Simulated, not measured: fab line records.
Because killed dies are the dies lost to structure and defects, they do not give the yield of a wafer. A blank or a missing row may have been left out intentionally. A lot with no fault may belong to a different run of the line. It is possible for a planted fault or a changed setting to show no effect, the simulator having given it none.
fab line records	flow sfq-line
[record] lots = 5	wafers = 15	last-day = 87
route steps=325 shown L0@9 L0V@16 M0@28
lots that met no fault: taken from a fault-free run of the same line
start-h: hours from the record's first day to the start of the lot's first wafer shown	wait-h: time in hours since the lot's previous step	" as in the row above	L1.1+2: one row covering several wafers at once	- no value, or no start given	* or withheld: withheld	< > ~ a bound
route shown NAME@n: names a module that has steps shown in the file, with the first one's number in the route	usual: mean/standard deviation of fault-free wafers	same: alike in all rows	chamber/n: place in a boat	sites: each site's reading	_std_site: how widely they spread, as a standard deviation	_edge_site: inner sites' mean taken away from outer sites' mean	radius-mm: for every site, how far away it sits from the centre of the wafer	mask NAME#n: copy n	behind: the last tool/chamber to shape the wafer	hold: what put the lot on hold/how long, in hours/how the hold closed	device: names the non-switching transistor (n, p or np)	end of line: tests of these same wafers at the route's end	for a step that has no rows: nothing shown but its recipe	killed: dies that structure and defects cost at the first sort, which is not the same as the wafer's yield	map: the dies of a wafer, with x for killed, . for not killed, _ for no die there
set.NAME: the setting that was run; set.NAME@STEP: the one run at that earlier step	model.NAME: the simulator's own value behind a step, which no gauge read
certain route steps with their lots: each step a table, each wafer a row
services: a tool's chamber out of use, with start hour (start-h, from the record's first day; less than 0 if before it), hours out, and reason
[[steps]]
[step SFQ_TRILAYER_L0_LITHO_EXPOSE_006]
[recipe] mask-id = L0	na = 0.6	source-shape = conventional	sigma-outer = 0.65	target-cd-nm = 2000	dose-mj = 14.4
lot.wafer	tool	chamber	start-h	wait-h	mask
L074.1+2+3	krf-scanner-01	0	77.53	-	L0#0
L080.2+3+5	krf-scanner-02	0	117.60	-	L0#0
L083.2+5+6	krf-scanner-02	0	129.60	-	L0#0
L084.2+5+6	krf-scanner-01	0	139.32	-	L0#0
L097.2+4+6	krf-scanner-01	0	223.30	-	L0#0
[step SFQ_TRILAYER_L0_LITHO_PEB_008]
[recipe] peb-temp-c = 115	peb-time-s = 60	resist = KrF
[usual] heater-power-total-W = 79.16/0.06
lot.wafer	tool	chamber	start-h	wait-h	heater-power-total-W
L074.1	litho-track-03	0	78.73	1.0	79.19
L074.2	"	0	"	"	79.24
L074.3	"	0	"	"	78.99
L080.2	litho-track-01	0	118.62	0.8	79.08
L080.3	"	0	"	"	79.13
L080.5	"	0	"	"	79.16
L083.2	litho-track-02	0	130.62	0.8	79.11
L083.5	"	0	"	"	79.17
L083.6	"	0	"	"	79.19
L084.2	litho-track-01	0	140.35	0.8	79.15
L084.5	"	0	"	"	79.18
L084.6	"	0	"	"	79.20
L097.2	litho-track-03	0	224.33	0.8	79.12
L097.4	"	0	"	"	79.13
L097.6	"	0	"	"	79.14
[step SFQ_TRILAYER_L0_LITHO_DEVELOP_007]
[recipe] time-s = 60	resist = KrF
lot.wafer	tool	chamber	start-h	wait-h
L074.1+2+3	litho-track-03	0	78.88	0.1
L080.2+3+5	litho-track-01	0	118.77	0.1
L083.2+5+6	litho-track-02	0	130.77	0.1
L084.2+5+6	litho-track-01	0	140.50	0.1
L097.2+4+6	litho-track-03	0	224.48	0.1
[step SFQ_TRILAYER_L0_BARC_OPEN_METAL_ETCH_010]
[recipe] mask-material = PR	chemistry = O2	target-depth-nm = 125	target = BARC	icp-w = 600	bias-w = 80	pressure-mtorr = 10	time-s = 41.7
[usual] drypump-motor-current-A = 5.5/0.38	oes-product-au = 0.685/0.0047
lot.wafer	tool	chamber	start-h	wait-h	drypump-motor-current-A	oes-product-au	rf-hours-counter-h
L074.1	rie-metal-04	1	79.03	0.1	5.7	0.683	138
L074.2	"	0	"	"	5.6	0.686	159
L074.3	"	1	"	"	5.7	0.686	-
L080.2	rie-metal-04	0	118.90	0.1	5.6	0.680	167
L080.3	"	1	"	"	5.6	0.682	-
L080.5	"	1	"	"	5.6	0.682	-
L083.2	rie-metal-01	0	130.92	0.1	5.2	0.687	-
L083.5	"	0	"	"	5.2	0.692	-
L083.6	"	0	"	"	5.2	0.685	-
L084.2	rie-metal-01	0	140.62	0.1	5.2	0.679	197
L084.5	"	1	"	"	6.0	0.687	-
L084.6	"	0	"	"	5.2	0.688	-
L097.2	rie-metal-04	1	224.60	0.1	5.6	0.681	162
L097.4	"	0	"	"	5.6	0.684	-
L097.6	"	1	"	"	5.6	0.684	-
[step SFQ_TRILAYER_L0_ETCH_METAL_ETCH_008]
[recipe] target = MoNx_KI	stop-on = SiO2	mask-material = PR	chemistry = SF6/O2	target-depth-nm = 50	icp-w = 600	bias-w = 80	pressure-mtorr = 10	time-s = 25
[usual] drypump-motor-current-A = 5.5/0.38	oes-product-au = 0.873/0.007
lot.wafer	tool	chamber	start-h	wait-h	drypump-motor-current-A	oes-product-au	rf-hours-counter-h
L074.1	rie-metal-04	1	79.09	0.0	5.7	0.877	138
L074.2	"	0	"	"	5.6	0.870	159
L074.3	"	1	"	"	5.7	0.879	-
L080.2	rie-metal-04	0	118.96	0.0	5.5	0.875	167
L080.3	"	1	"	"	5.6	0.882	-
L080.5	"	1	"	"	5.6	0.867	-
L083.2	rie-metal-01	0	131.03	0.1	5.2	0.876	-
L083.5	"	0	"	"	5.2	0.869	-
L083.6	"	0	"	"	5.2	0.874	-
L084.2	rie-metal-01	0	140.68	0.0	5.2	0.872	197
L084.5	"	1	"	"	5.9	0.885	-
L084.6	"	0	"	"	5.2	0.875	-
L097.2	rie-metal-04	1	224.66	0.0	5.7	0.874	162
L097.4	"	0	"	"	5.6	0.864	-
L097.6	"	1	"	"	5.7	0.857	-
[step SFQ_TRILAYER_L0_STRIP_STRIP_009]
[recipe] gas = O2	power-w = 200	platen-temp-c = 40	overash-fraction = 0.65	chemistry = O2	pressure-mtorr = 50
[usual] drypump-motor-current-A = 5.5/0.38	oes-product-au = 1.001/0.0084
lot.wafer	tool	chamber	start-h	wait-h	drypump-motor-current-A	oes-product-au	rf-hours-counter-h
L074.1	rie-metal-04	1	79.14	0.0	5.6	1.002	138
L074.2	"	0	"	"	5.6	0.982	159
L074.3	"	1	"	"	5.6	0.998	-
L080.2	rie-metal-04	0	119.00	0.0	5.6	0.998	167
L080.3	"	1	"	"	5.6	1.012	-
L080.5	"	1	"	"	5.7	1.011	-
L083.2	rie-metal-01	0	131.31	0.3	5.2	1.004	-
L083.5	"	0	"	"	5.2	1.014	-
L083.6	"	0	"	"	5.2	1.007	-
L084.2	rie-metal-01	0	140.73	0.0	5.2	1.004	197
L084.5	"	1	"	"	6.0	0.987	-
L084.6	"	0	"	"	5.2	1.009	-
L097.2	rie-metal-04	1	224.71	0.0	5.7	0.999	162
L097.4	"	0	"	"	5.6	0.996	-
L097.6	"	1	"	"	5.7	1.006	-
[step SFQ_TRILAYER_L0_STRIP_SOLV_CLEAN_010]
[recipe] chemistry = NMP	temp-c = 70	time-s = 600
[usual] bath-guard-temp-C = 70.1/0.42	temp-c = 70.01/0.11
lot.wafer	tool	chamber	start-h	wait-h	bath-guard-temp-C	temp-c
L074.1	wet-bench-04	4	79.74	0.4	69.5	70.09
L074.2	"	1	"	"	70.4	70.10
L074.3	"	3	"	"	70.3	70.05
L080.2	wet-bench-03	3	119.60	0.4	71.0	69.87
L080.3	"	6	"	"	69.9	69.92
L080.5	"	4	"	"	70.3	69.95
L083.2	wet-bench-01	3	132.31	0.8	70.9	69.83
L083.5	"	2	"	"	70.5	69.91
L083.6	"	5	"	"	70.6	70.15
L084.2	wet-bench-01	0	141.33	0.4	70.0	69.97
L084.5	"	5	"	"	69.9	70.01
L084.6	"	1	"	"	70.2	70.30
L097.2	wet-bench-01	2	225.31	0.4	70.2	70.04
L097.4	"	0	"	"	70.1	70.17
L097.6	"	5	"	"	70.0	70.00
[step SFQ_TRILAYER_L0_CAP_PECVD_011]
[recipe] material = SiO2	temp-c = 150	time-s = 13.333	pressure-torr = 2.4	rf-w = 183.3	precursor = SiH4/N2O	target-thk-nm = 60
[usual] heater-power-w = 87/13	susceptor-temp-C = 149.98/0.14	throttle-valve-pct = 24.8/1.2
lot.wafer	tool	chamber	start-h	wait-h	heater-power-w	susceptor-temp-C	throttle-valve-pct
L074.1	pecvd-02	0	79.91	0.0	84	149.86	23.8
L074.2	"	2	"	"	69	149.98	23.7
L074.3	"	1	"	"	85	149.95	24.6
L080.2	pecvd-03	1	119.78	0.0	70	149.93	26.7
L080.3	"	2	"	"	121	149.99	24.3
L080.5	"	2	"	"	126	150.28	24.5
L083.2	pecvd-02	2	132.48	0.0	70	149.79	23.7
L083.5	"	2	"	"	71	150.07	24.0
L083.6	"	0	"	"	96	149.91	23.9
L084.2	pecvd-04	0	141.50	0.0	93	150.03	23.3
L084.5	"	2	"	"	84	149.95	25.6
L084.6	"	1	"	"	80	149.91	26.1
L097.2	pecvd-04	1	225.48	0.0	86	150.02	26.2
L097.4	"	1	"	"	85	149.90	26.2
L097.6	"	0	"	"	94	149.81	23.6
[step SFQ_TRILAYER_L0_VIA_LITHO_COAT_018]
[recipe] resist = BARC	spin-rpm = 3000	resist-thk-nm = 62
lot.wafer	tool	chamber	start-h	wait-h
L074.1+2+3	litho-track-03	0	79.94	0.0
L080.2+3+5	litho-track-01	0	119.85	0.1
L083.2+5+6	litho-track-03	0	132.56	0.1
L084.2+5+6	litho-track-01	0	141.58	0.1
L097.2+4+6	litho-track-03	0	225.56	0.1
[step SFQ_TRILAYER_L0_VIA_LITHO_COAT_013]
[recipe] resist = KrF	spin-rpm = 3000	resist-thk-nm = 650
lot.wafer	tool	chamber	start-h	wait-h
L074.1+2+3	litho-track-03	0	80.24	0.2
L080.2+3+5	litho-track-01	0	120.15	0.2
L083.2+5+6	litho-track-03	0	132.86	0.2
L084.2+5+6	litho-track-01	0	141.88	0.2
L097.2+4+6	litho-track-03	0	225.86	0.2
[step SFQ_TRILAYER_L0_VIA_LITHO_SOFTBAKE_017]
[recipe] temp-c = withheld	time-s = withheld	resist = KrF
lot.wafer	tool	chamber	start-h	wait-h
L074.1+2+3	litho-track-03	0	80.54	0.2
L080.2+3+5	litho-track-01	0	120.43	0.2
L083.2+5+6	litho-track-03	0	133.13	0.2
L084.2+5+6	litho-track-01	0	142.15	0.2
L097.2+4+6	litho-track-03	0	226.13	0.2
[step SFQ_TRILAYER_L0_VIA_LITHO_EXPOSE_014]
[recipe] mask-id = L0V	na = 0.6	source-shape = conventional	sigma-outer = 0.65	target-cd-nm = 700	dose-mj = 21.3
lot.wafer	tool	chamber	start-h	wait-h	mask
L074.1+2+3	krf-scanner-01	0	156.92	-	L0V#0
L080.2+3+5	krf-scanner-02	0	213.20	-	L0V#0
L083.2+5+6	krf-scanner-01	0	229.40	-	L0V#0
L084.2+5+6	krf-scanner-01	0	239.00	-	L0V#0
L097.2+4+6	krf-scanner-02	0	331.94	-	L0V#0
[step SFQ_TRILAYER_L0_VIA_LITHO_PEB_016]
[recipe] peb-temp-c = 115	peb-time-s = 60	resist = KrF
[usual] heater-power-total-W = 79.16/0.06
lot.wafer	tool	chamber	start-h	wait-h	heater-power-total-W
L074.1	litho-track-01	0	158.12	1.0	79.18
L074.2	"	0	"	"	79.17
L074.3	"	0	"	"	79.16
L080.2	litho-track-03	0	214.22	0.8	79.19
L080.3	"	0	"	"	79.09
L080.5	"	0	"	"	79.18
L083.2	litho-track-04	0	230.43	0.8	79.19
L083.5	"	0	"	"	79.13
L083.6	"	0	"	"	79.21
L084.2	litho-track-04	0	240.03	0.8	79.14
L084.5	"	0	"	"	79.08
L084.6	"	0	"	"	79.06
L097.2	litho-track-04	0	332.97	0.8	79.19
L097.4	"	0	"	"	78.98
L097.6	"	0	"	"	79.17
[step SFQ_TRILAYER_L0_VIA_LITHO_DEVELOP_015]
[recipe] time-s = 60	resist = KrF
lot.wafer	tool	chamber	start-h	wait-h
L074.1+2+3	litho-track-01	0	158.27	0.1
L080.2+3+5	litho-track-03	0	214.37	0.1
L083.2+5+6	litho-track-04	0	230.58	0.1
L084.2+5+6	litho-track-04	0	240.18	0.1
L097.2+4+6	litho-track-04	0	333.12	0.1
[step SFQ_L0V_OVL_MEAS_903]
[usual] L0V_OVL = -3/4.6
lot.wafer	tool	chamber	start-h	wait-h	L0V_OVL[nm]
L074.1	overlay-01	-	158.42	0.1	-3
L074.2	"	-	"	"	-1
L074.3	"	-	"	"	-1
L080.2	overlay-02	-	214.50	0.1	-4
L080.3	"	-	"	"	1
L080.5	"	-	"	"	-4
L083.2	overlay-02	-	230.71	0.1	-4
L083.5	"	-	"	"	-5
L083.6	"	-	"	"	-4
L084.2	overlay-01	-	240.31	0.1	-3
L084.5	"	-	"	"	3
L084.6	"	-	"	"	2
L097.2	overlay-02	-	333.25	0.1	-6
L097.4	"	-	"	"	2
L097.6	"	-	"	"	-2
[step SFQ_TRILAYER_L0_VIA_BARC_OPEN_VIA_ETCH_021]
[recipe] mask-material = PR	chemistry = O2	target-depth-nm = 125	target = BARC	source-w = 500	bias-w = 80	pressure-mtorr = 30	time-s = 41.7
[usual] drypump-motor-current-A = 5.6/0.58	oes-product-au = 0.685/0.0043
lot.wafer	tool	chamber	start-h	wait-h	drypump-motor-current-A	oes-product-au	rf-hours-counter-h
L074.1	rie-diel-04	0	158.46	0.0	5.1	0.681	54
L074.2	"	1	"	"	4.9	0.687	14
L074.3	"	2	"	"	5.2	0.686	148
L080.2	rie-diel-04	1	214.53	0.0	4.9	0.687	15
L080.3	"	3	"	"	6.0	0.680	97
L080.5	"	0	"	"	5.1	0.686	-
L083.2	rie-diel-01	1	230.74	0.0	5.0	0.695	1
L083.5	"	3	"	"	6.1	0.686	-
L083.6	"	2	"	"	5.8	0.680	-
L084.2	rie-diel-03	0	240.34	0.0	6.1	0.690	4
L084.5	"	3	"	"	5.8	0.678	-
L084.6	"	2	"	"	6.4	0.689	-
L097.2	rie-diel-03	0	333.28	0.0	6.2	0.684	5
L097.4	"	3	"	"	5.8	0.685	62
L097.6	"	1	"	"	6.8	0.692	-
[step SFQ_TRILAYER_L0_VIA_ETCH_VIA_ETCH_016]
[recipe] target = SiO2	stop-on = MoNx_KI	mask-material = PR	chemistry = CHF3	target-depth-nm = 80	source-w = 500	bias-w = 80	pressure-mtorr = 30	time-s = withheld
[usual] drypump-motor-current-A = 5.6/0.58	oes-product-au = 0.845/0.0081
lot.wafer	tool	chamber	start-h	wait-h	drypump-motor-current-A	oes-product-au
L074.1	rie-diel-04	0	158.50	0.0	5.1	0.846
L074.2	"	1	"	"	4.9	0.835
L074.3	"	2	"	"	5.2	0.835
L080.2	rie-diel-04	1	214.57	0.0	4.9	0.848
L080.3	"	3	"	"	6.0	0.851
L080.5	"	0	"	"	5.1	0.842
L083.2	rie-diel-01	1	230.78	0.0	5.0	0.841
L083.5	"	3	"	"	6.1	0.843
L083.6	"	2	"	"	5.8	0.847
L084.2	rie-diel-03	0	240.38	0.0	6.2	0.852
L084.5	"	3	"	"	5.8	0.849
L084.6	"	2	"	"	6.4	0.844
L097.2	rie-diel-03	0	333.32	0.0	6.1	0.835
L097.4	"	3	"	"	5.8	0.838
L097.6	"	1	"	"	6.8	0.850
[step SFQ_TRILAYER_L0_VIA_STRIP_STRIP_017]
[recipe] gas = O2	power-w = 200	platen-temp-c = 40	overash-fraction = 0.65	chemistry = O2	pressure-mtorr = 50
[usual] drypump-motor-current-A = 5.6/0.41	oes-product-au = 1.004/0.0089
lot.wafer	tool	chamber	start-h	wait-h	drypump-motor-current-A	oes-product-au	rf-hours-counter-h
L074.1	rie-metal-03	1	158.55	-	4.8	1.016	53
L074.2	"	0	"	"	6.1	0.999	118
L074.3	"	0	"	"	6.2	1.004	-
L080.2	rie-metal-02	0	214.62	-	5.6	1.023	189
L080.3	"	1	"	"	5.8	1.004	-
L080.5	"	1	"	"	5.8	1.000	-
L083.2	rie-metal-03	1	230.82	-	4.8	1.001	65
L083.5	"	1	"	"	4.8	0.997	-
L083.6	"	0	"	"	6.1	1.006	-
L084.2	rie-metal-03	1	240.42	-	4.8	1.009	67
L084.5	"	1	"	"	4.8	1.015	-
L084.6	"	0	"	"	6.1	1.010	-
L097.2	rie-metal-02	0	333.36	-	5.6	1.004	11
L097.4	"	1	"	"	5.7	1.002	-
L097.6	"	0	"	"	5.6	1.006	-
[step SFQ_TRILAYER_L0_VIA_STRIP_SOLV_CLEAN_018]
[recipe] chemistry = NMP	temp-c = 70	time-s = 600
[usual] bath-guard-temp-C = 70.0/0.41	temp-c = 70.00/0.11
lot.wafer	tool	chamber	start-h	wait-h	bath-guard-temp-C	temp-c
L074.1	wet-bench-04	6	159.15	0.4	69.8	70.07
L074.2	"	7	"	"	70.1	70.24
L074.3	"	5	"	"	70.2	70.06
L080.2	wet-bench-04	0	215.22	0.4	70.7	69.91
L080.3	"	1	"	"	69.9	69.96
L080.5	"	7	"	"	70.1	69.93
L083.2	wet-bench-04	4	231.42	0.4	69.9	70.13
L083.5	"	3	"	"	70.3	70.13
L083.6	"	1	"	"	70.0	70.17
L084.2	wet-bench-04	3	241.02	0.4	70.3	69.93
L084.5	"	7	"	"	69.9	70.23
L084.6	"	6	"	"	69.8	69.98
L097.2	wet-bench-01	5	333.96	0.4	70.2	69.81
L097.4	"	6	"	"	70.2	69.83
L097.6	"	4	"	"	69.5	69.90
[step SFQ_TRILAYER_M0_DEP_PRE_CLEAN_020]
[recipe] gas = Ar	time-s = 15	bias-v = 250
lot.wafer	tool	chamber	start-h	wait-h
L074.1+2+3	pvd-sputter-06	-	159.32	0.0
L080.2+3+5	pvd-sputter-04	-	215.40	0.0
L083.2+5+6	pvd-sputter-06	-	231.60	0.0
L084.2+5+6	pvd-sputter-04	-	241.20	0.0
L097.2+4+6	pvd-sputter-03	-	334.14	0.0
[step SFQ_TRILAYER_M0_DEP_SPUTTER_019]
[recipe] material = Nb	base-pressure-pa = 1.33e-06	chamber-pressure-pa = 0.1333	substrate-temp-c = 20	resputter-cathode-voltage-v = 400	target-thk-nm = 200	power-w = 2000	time-s = 133.3
[usual] resputter-cathode-voltage-v = 400/4.4	throttle-valve-pct = 30.1/0.79
lot.wafer	tool	chamber	start-h	wait-h	resputter-cathode-voltage-v	throttle-valve-pct
L074.1	pvd-sputter-06	-	159.35	0.0	402	29.7
L074.2	"	-	"	"	404	31.2
L074.3	"	-	"	"	403	28.2
L080.2	pvd-sputter-04	-	215.42	0.0	399	30.5
L080.3	"	-	"	"	406	29.0
L080.5	"	-	"	"	402	30.6
L083.2	pvd-sputter-06	-	231.62	0.0	399	29.8
L083.5	"	-	"	"	401	29.8
L083.6	"	-	"	"	402	31.4
L084.2	pvd-sputter-04	-	241.22	0.0	400	29.1
L084.5	"	-	"	"	393	30.8
L084.6	"	-	"	"	399	29.3
L097.2	pvd-sputter-03	-	334.16	0.0	402	31.1
L097.4	"	-	"	"	403	30.3
L097.6	"	-	"	"	399	30.9
[step SFQ_M0_RS_MEAS_904]
[recipe] thk-meas-gauge = four-point-probe	reads = Nb_of_TRILAYER_M0_DEP_SPUTTER_019
[usual] M0_NB_RS = 0.889/0.0094
lot.wafer	tool	chamber	start-h	wait-h	M0_NB_RS[ohm/sq]
L074.1	film-metro-03	-	159.44	0.0	0.903
L074.2	"	-	"	"	0.901
L074.3	"	-	"	"	0.896
L080.2	film-metro-03	-	215.53	0.1	0.883
L080.3	"	-	"	"	0.889
L080.5	"	-	"	"	0.889
L083.2	film-metro-01	-	231.73	0.1	0.896
L083.5	"	-	"	"	0.897
L083.6	"	-	"	"	0.899
L084.2	film-metro-02	-	241.33	0.1	0.885
L084.5	"	-	"	"	0.894
L084.6	"	-	"	"	0.890
L097.2	film-metro-03	-	334.27	0.1	0.889
L097.4	"	-	"	"	0.887
L097.6	"	-	"	"	0.894
[step SFQ_TRILAYER_M0_LITHO_COAT_026]
[recipe] resist = BARC	spin-rpm = 3000	resist-thk-nm = 62
lot.wafer	tool	chamber	start-h	wait-h
L074.1+2+3	litho-track-02	0	159.62	0.1
L080.2+3+5	litho-track-04	0	215.74	0.1
L083.2+5+6	litho-track-01	0	231.94	0.1
L084.2+5+6	litho-track-01	0	241.54	0.1
L097.2+4+6	litho-track-01	0	334.48	0.1
[[services]]
tool	chamber	start-h	hours	kind
rie-diel-03	-	55.25	1.1	repair
krf-scanner-02	-	56.15	0.5	repair
pvd-sputter-04	-	81.79	6.9	repair
krf-scanner-02	-	83.09	0.8	pm
rie-metal-04	-	84.92	1.2	repair
rie-diel-03	-	90.08	0.4	repair
krf-scanner-02	-	101.84	3.6	pm
krf-scanner-01	-	104.23	1.6	repair
krf-scanner-02	-	135.40	4.4	pm
krf-scanner-01	-	140.32	1.0	pm
krf-scanner-02	-	143.37	1.0	pm
rie-metal-04	-	144.07	0.3	repair
krf-scanner-02	-	144.37	1.3	pm
krf-scanner-01	-	161.72	0.8	pm
krf-scanner-01	-	188.87	3.6	pm
wet-bench-04	-	197.06	4.4	pm
krf-scanner-01	-	207.08	4.0	pm
krf-scanner-01	-	222.12	0.2	repair
krf-scanner-01	-	224.30	1.3	pm
krf-scanner-01	-	257.00	0.5	repair
krf-scanner-01	-	308.67	1.0	pm
krf-scanner-01	-	311.98	0.4	repair
rie-metal-01	1	314.23	14.9	repair
krf-scanner-01	-	330.42	0.8	pm
[[key]]
fault none
